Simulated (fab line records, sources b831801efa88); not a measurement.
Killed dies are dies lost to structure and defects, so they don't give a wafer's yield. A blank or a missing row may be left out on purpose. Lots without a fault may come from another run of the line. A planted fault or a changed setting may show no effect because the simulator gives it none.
fab line records | flow sky130
record lots=6 wafers=18 last_day=48
route steps=708 shown METAL2@483
lots that met no fault: from a run of the same line without faults
start_h: hours from the record's first day to the start of the lot's first wafer shown | wait_h: hours since the lot's step before | " the same as in the row above | L1.1+2: a row that stands for several wafers | - no value, or no start given | * or withheld: withheld | < > ~ a bound
route shown NAME@n: a module of which the file shows steps, and the number in the route of the first | usual: mean/standard deviation of fault-free wafers | same: alike in all rows | chamber/n: place in a boat | sites: the reading at each site | _std_site: their standard deviation | _edge_site: outer sites' mean less inner sites' | radius_mm: how far each site lies from the wafer's centre | mask NAME#n: copy n | behind: the tool/chamber that last shaped the wafer | hold: why the lot was held/for how many hours/how that ended | device: the transistor (n, p or np) that didn't switch | end of line: the same wafers' tests at the end of the route | a step without rows: its recipe alone | killed: dies lost to structure and defects at the first sort, not the wafer's yield | map: a wafer's dies, x killed, . not, _ none there
set.NAME: the setting as run; set.NAME@STEP: as run at that earlier step | model.NAME: the simulator's own value behind a step, which no gauge read
lots at some steps of the route; a table a step, a row a wafer
services: from which hour (start_h, from the record's first day; less than 0 if before it) a tool's chamber was out of use, for how many hours, and why
## steps
# step SKY_METAL2_SPUTTER_00
# recipe material=Ti target_thk_nm=15 power_w=3000 time_s=10 chamber_pressure_pa=0.386
# usual throttle_valve_pct=29.8/0.94
# columns lot.wafer tool chamber start_h wait_h throttle_valve_pct
L740.2 pvd_sputter-02 - 827.03 0.1 28.9
L740.4 " - " " 30.3
L740.5 " - " " 30.4
L742.3 pvd_sputter-04 - 853.72 0.1 28.8
L742.4 " - " " 30.5
L742.6 " - " " 30.7
L745.3 pvd_sputter-02 - 867.53 0.1 30.1
L745.5 " - " " 28.7
L745.6 " - " " 30.4
L747.2 pvd_sputter-04 - 883.22 0.2 28.9
L747.3 " - " " 30.5
L747.5 " - " " 30.1
L756.2 pvd_sputter-01 - 943.70 0.2 28.2
L756.3 " - " " 29.5
L756.6 " - " " 28.9
L757.1 pvd_sputter-04 - 951.32 0.1 28.7
L757.5 " - " " 29.9
L757.6 " - " " 29.2
# step SKY_METAL2_SPUTTER_01
# recipe material=TiN target_thk_nm=20 power_w=6500 time_s=16.7 chamber_pressure_pa=0.4
# usual throttle_valve_pct=29.8/0.94
# columns lot.wafer tool chamber start_h wait_h throttle_valve_pct
L740.2 pvd_sputter-02 - 827.06 0.0 28.9
L740.4 " - " " 30.5
L740.5 " - " " 30.1
L742.3 pvd_sputter-04 - 853.74 0.0 29.1
L742.4 " - " " 30.5
L742.6 " - " " 30.2
L745.3 pvd_sputter-02 - 867.55 0.0 30.1
L745.5 " - " " 29.0
L745.6 " - " " 30.5
L747.2 pvd_sputter-04 - 883.24 0.0 29.0
L747.3 " - " " 30.6
L747.5 " - " " 29.8
L756.2 pvd_sputter-01 - 943.72 0.0 28.5
L756.3 " - " " 29.4
L756.6 " - " " 28.7
L757.1 pvd_sputter-04 - 951.34 0.0 29.3
L757.5 " - " " 29.9
L757.6 " - " " 29.2
# step SKY_METAL2_SPUTTER_02
# recipe material=AlCu target_thk_nm=250 power_w=10600 time_s=13.3 chamber_pressure_pa=0.4
# usual throttle_valve_pct=29.8/0.94
# columns lot.wafer tool chamber start_h wait_h throttle_valve_pct
L740.2 pvd_sputter-02 - 827.08 0.0 29.0
L740.4 " - " " 30.4
L740.5 " - " " 30.0
L742.3 pvd_sputter-04 - 853.77 0.0 29.2
L742.4 " - " " 30.4
L742.6 " - " " 30.6
L745.3 pvd_sputter-02 - 867.58 0.0 30.1
L745.5 " - " " 28.9
L745.6 " - " " 30.3
L747.2 pvd_sputter-04 - 883.26 0.0 29.1
L747.3 " - " " 30.3
L747.5 " - " " 30.0
L756.2 pvd_sputter-01 - 943.75 0.0 28.3
L756.3 " - " " 29.2
L756.6 " - " " 28.7
L757.1 pvd_sputter-04 - 951.37 0.0 29.3
L757.5 " - " " 29.9
L757.6 " - " " 29.5
# step SKY_METAL2_SPUTTER_03
# recipe material=Ti target_thk_nm=5 power_w=3000 time_s=3.3 chamber_pressure_pa=0.4
# usual throttle_valve_pct=29.8/0.93
# columns lot.wafer tool chamber start_h wait_h throttle_valve_pct
L740.2 pvd_sputter-02 - 827.11 0.0 28.9
L740.4 " - " " 30.1
L740.5 " - " " 30.1
L742.3 pvd_sputter-04 - 853.79 0.0 29.0
L742.4 " - " " 30.6
L742.6 " - " " 30.4
L745.3 pvd_sputter-02 - 867.60 0.0 30.5
L745.5 " - " " 28.9
L745.6 " - " " 30.3
L747.2 pvd_sputter-04 - 883.29 0.0 29.1
L747.3 " - " " 30.1
L747.5 " - " " 30.0
L756.2 pvd_sputter-01 - 943.77 0.0 28.8
L756.3 " - " " 29.4
L756.6 " - " " 28.8
L757.1 pvd_sputter-04 - 951.39 0.0 29.3
L757.5 " - " " 29.6
L757.6 " - " " 29.4
# step SKY_METAL2_SPUTTER_04
# recipe material=TiN target_thk_nm=70 power_w=6500 time_s=58.3 chamber_pressure_pa=0.4
# usual throttle_valve_pct=29.8/0.94
# columns lot.wafer tool chamber start_h wait_h throttle_valve_pct
L740.2 pvd_sputter-02 - 827.12 0.0 28.7
L740.4 " - " " 30.3
L740.5 " - " " 30.2
L742.3 pvd_sputter-04 - 853.81 0.0 29.1
L742.4 " - " " 30.4
L742.6 " - " " 30.6
L745.3 pvd_sputter-02 - 867.62 0.0 30.0
L745.5 " - " " 29.0
L745.6 " - " " 30.4
L747.2 pvd_sputter-04 - 883.31 0.0 29.1
L747.3 " - " " 30.5
L747.5 " - " " 30.1
L756.2 pvd_sputter-01 - 943.79 0.0 28.4
L756.3 " - " " 29.6
L756.6 " - " " 28.5
L757.1 pvd_sputter-04 - 951.41 0.0 29.1
L757.5 " - " " 30.0
L757.6 " - " " 29.2
# step SKY_METAL2_RS_MEAS_05
# recipe thk_meas_gauge=four-point-probe reads=TiN_of_METAL2_SPUTTER_04+Ti_of_METAL2_SPUTTER_03+AlCu_of_METAL2_SPUTTER_02+TiN_of_METAL2_SPUTTER_01+Ti_of_METAL2_SPUTTER_00
# usual METAL2_ALCU_RS=0.1264/0.0013
# columns lot.wafer tool chamber start_h wait_h METAL2_ALCU_RS[ohm/sq]
L740.2 film_metro-03 - 827.19 0.0 0.1259
L740.4 " - " " 0.1267
L740.5 " - " " 0.1265
L742.3 film_metro-01 - 853.91 0.1 0.1265
L742.4 " - " " 0.1288
L742.6 " - " " 0.1272
L745.3 film_metro-03 - 867.71 0.1 0.1264
L745.5 " - " " 0.1255
L745.6 " - " " 0.1253
L747.2 film_metro-04 - 883.38 0.0 0.1267
L747.3 " - " " 0.1270
L747.5 " - " " 0.1264
L756.2 film_metro-03 - 943.86 0.0 0.1272
L756.3 " - " " 0.1288
L756.6 " - " " 0.1271
L757.1 film_metro-03 - 951.46 0.0 0.1278
L757.5 " - " " 0.1280
L757.6 " - " " 0.1269
# step SKY_METAL2_THK_MEAS_06
# recipe thk_meas_gauge=xrf reads=AlCu_of_METAL2_SPUTTER_02
# usual METAL2_ALCU_THK=251.9/2.8
# columns lot.wafer tool chamber start_h wait_h METAL2_ALCU_THK[nm]
L740.2 film_metro-03 - 827.30 0.1 251.3
L740.4 " - " " 250.7
L740.5 " - " " 251.6
L742.3 film_metro-01 - 854.01 0.1 253.6
L742.4 " - " " 249.3
L742.6 " - " " 252.2
L745.3 film_metro-03 - 867.81 0.1 252.4
L745.5 " - " " 253.2
L745.6 " - " " 254.4
L747.2 film_metro-04 - 883.49 0.1 248.0
L747.3 " - " " 249.1
L747.5 " - " " 249.1
L756.2 film_metro-03 - 943.97 0.1 249.8
L756.3 " - " " 247.1
L756.6 " - " " 250.6
L757.1 film_metro-03 - 951.58 0.1 248.7
L757.5 " - " " 248.4
L757.6 " - " " 250.3
# step SKY_METAL2_DEHYDRATE_07
# recipe temp_c=200 time_s=60
# step SKY_METAL2_HMDS_08
# recipe prime_time_s=60 prime_temp_c=120
# step SKY_METAL2_COAT_09
# recipe resist=BARC temp_c=withheld time_s=withheld spin_rpm=3000 resist_thk_nm=60
# step SKY_METAL2_COAT_10
# recipe resist=KrF-thick spin_rpm=3000 resist_thk_nm=450
# step SKY_METAL2_SOFTBAKE_11
# recipe temp_c=100 time_s=90 resist=KrF-thick
# step SKY_METAL2_EXPOSE_12
# recipe mask_id=MM2 na=0.8 source_shape=annular sigma_inner=0.55 sigma_outer=0.85 target_cd_nm=140 dose_mj=28
# usual exposure_dose_mJ_cm2=28.001/0.023 focus_offset_nm=0.0/0.49
# columns lot.wafer tool chamber start_h wait_h mask exposure_dose_mJ_cm2 focus_offset_nm
L740.2 krf_scanner-02 0 840.43 - MM2#0 28.008 -0.6
L740.4 " 0 " " MM2#0 28.021 -0.1
L740.5 " 0 " " MM2#0 28.038 0.1
L742.3 krf_scanner-01 0 867.48 - MM2#0 28.002 0.3
L742.4 " 0 " " MM2#0 28.023 0.3
L742.6 " 0 " " MM2#0 28.031 0.9
L745.3 krf_scanner-01 0 880.53 - MM2#0 28.018 0.3
L745.5 " 0 " " MM2#0 28.012 0.2
L745.6 " 0 " " MM2#0 28.002 -0.1
L747.2 krf_scanner-01 0 896.12 - MM2#0 28.001 -0.4
L747.3 " 0 " " MM2#0 27.995 -0.9
L747.5 " 0 " " MM2#0 27.999 -0.4
L756.2 krf_scanner-02 - 956.14 - MM2#0 - -
L756.3 " - " " MM2#0 - -
L756.6 " - " " MM2#0 - -
L757.1 krf_scanner-02 - 964.11 - MM2#0 - -
L757.5 " - " " MM2#0 - -
L757.6 " - " " MM2#0 - -
# step SKY_METAL2_PEB_13
# recipe peb_temp_c=withheld peb_time_s=withheld resist=KrF-thick
## services
# columns tool chamber start_h hours kind
krf_scanner-02 - 816.76 1.3 pm
krf_scanner-01 - 824.64 3.6 pm
pvd_sputter-02 - 837.70 4.5 repair
pvd_sputter-02 - 839.46 16.7 repair
krf_scanner-01 - 845.80 0.8 pm
krf_scanner-01 - 847.57 1.3 pm
krf_scanner-01 - 851.05 1.0 pm
pvd_sputter-02 - 875.26 0.9 repair
krf_scanner-02 - 887.21 0.8 pm
pvd_sputter-02 - 899.75 14.9 repair
krf_scanner-02 - 938.66 1.0 pm
krf_scanner-01 - 939.43 1.8 repair
pvd_sputter-04 - 957.61 5.4 repair
## key
first_sign step=SKY_METAL2_EXPOSE_12 reading=tool_record direction=missing
effect none on later readings
met_at SKY_METAL2_EXPOSE_12
struck_wafers L756.2,L756.3,L756.6,L757.1,L757.5,L757.6
later_rows_left_out L756.2,L756.3,L756.6,L757.1,L757.5,L757.6
sort_left_out L756.2,L756.3,L756.6,L757.1,L757.5,L757.6
onset_between 840.43 956.14
fault kind=skipped_step_whole tool=krf_scanner-02 chamber=- onset_h=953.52 steps=SKY_METAL2_EXPOSE_12 scope=struck_lots_only
# sort_left_out: the simulated sort isn't trusted on such a fault, so these wafers' sort isn't shown, and their yield isn't known
# later_rows_left_out: the simulator's readings of these wafers behind a module that went badly wrong aren't trusted and aren't shown, but for the sort
